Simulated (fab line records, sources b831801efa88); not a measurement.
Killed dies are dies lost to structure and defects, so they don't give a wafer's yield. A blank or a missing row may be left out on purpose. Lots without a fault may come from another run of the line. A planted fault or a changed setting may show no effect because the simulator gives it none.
Which tool did it? | flow gf180mcu | 11 lots, 33 wafers sampled, at 3 steps of a route of 602

WHAT THE GAUGES READ, wafer by wafer
GF_TOP_METAL_RS_MEAS_05: measures by four-point-probe.
lot  | measured     | on            | TOP_METAL_ALCU_RS (ohm/sq)
L700 | day 27 17:48 | film_metro-04 | 0.0330 0.0331 0.0329
L702 | day 28 13:59 | film_metro-03 | 0.0330 0.0327 0.0328
L706 | day 29 19:36 | film_metro-04 | 0.0331 0.0326 0.0330
L707 | day 29 22:33 | film_metro-02 | 0.0332 0.0332 0.0332
L709 | day 30 17:42 | film_metro-04 | 0.0325 0.0328 0.0325
L711 | day 31 00:32 | film_metro-03 | 0.0458 0.0333 0.0337
L712 | day 31 13:01 | film_metro-02 | 0.0449 0.0328 0.0448
L713 | day 31 15:02 | film_metro-03 | 0.0329 0.0336 0.0334
L716 | day 32 06:50 | film_metro-03 | 0.0337 0.0338 0.0334
L717 | day 32 15:56 | film_metro-02 | 0.0338 0.0333 0.0332
L719 | day 33 05:50 | film_metro-02 | 0.0328 0.0325 0.0328

WHICH TOOL RAN EACH LOT (tool, then ch and the chambers of the sampled wafers, then the start)
lot  | GF_V4_STRIP_18                       | GF_TOP_METAL_SPUTTER_02
L700 | plasma_asher-03 ch 0,1, day 24 22:04 | pvd_sputter-02, day 27 17:41
L702 | plasma_asher-03 ch 0,1, day 25 19:57 | pvd_sputter-03, day 28 13:54
L706 | plasma_asher-03 ch 0,1, day 27 03:49 | pvd_sputter-03, day 29 19:31
L707 | plasma_asher-03 ch 0, day 27 05:48   | pvd_sputter-01, day 29 22:26
L709 | plasma_asher-02 ch 0,1, day 28 00:10 | pvd_sputter-03, day 30 17:37
L711 | plasma_asher-02 ch 0,1, day 28 12:12 | pvd_sputter-01, day 31 00:24
L712 | plasma_asher-03 ch 1, day 28 22:13   | pvd_sputter-01, day 31 12:55
L713 | plasma_asher-03 ch 0,1, day 29 02:19 | pvd_sputter-02, day 31 14:54
L716 | plasma_asher-02 ch 0,1, day 29 22:45 | pvd_sputter-02, day 32 06:43
L717 | plasma_asher-03 ch 0,1, day 30 08:27 | pvd_sputter-02, day 32 15:48
L719 | plasma_asher-01 ch 0,1, day 30 22:45 | pvd_sputter-03, day 33 05:43
- GF_V4_STRIP_18: strips in O2/N2.
- GF_TOP_METAL_SPUTTER_02: material AlCu, target thk 900 nm, time 47.82 s.

THE ANSWER, worked out from the rows above alone
Rule: what is usual is taken from the lots themselves. Put in order of their means at a reading, lots are off if they are a third of the lots or fewer, leave a main group of 4 or more, and stand apart from it by a gap of 3 or more times the standard deviation of the main group's means; of several such gaps the widest counts. A main group whose means are all the same, to the digits that the tables above print for the reading, isn't used. A lot without any number at a reading at which 4 lots or more have one is off too. The other lots that the step has rows for count as sound.
Off: L711, L712, at GF_TOP_METAL_RS_MEAS_05 (TOP_METAL_ALCU_RS). The main group: mean 0.0331 ohm/sq, standard deviation 0.00033.
A tool fits if, at a process step before that reading, it ran every lot that is off, and no sound lot after the first of them. The gauges at GF_TOP_METAL_RS_MEAS_05 are tried like those tools. One fits: pvd_sputter-01 at GF_TOP_METAL_SPUTTER_02. Its last sound lot is L707 (day 29 22:26), its first lot that is off L711 (day 31 00:24): a fault that began between those two fits.

WHAT THE SIMULATOR HAD PUT IN
Process parameter drift: pvd_sputter-01, from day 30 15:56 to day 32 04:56, at GF_TOP_METAL_SPUTTER_02. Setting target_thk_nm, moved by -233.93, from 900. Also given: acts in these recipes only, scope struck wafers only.
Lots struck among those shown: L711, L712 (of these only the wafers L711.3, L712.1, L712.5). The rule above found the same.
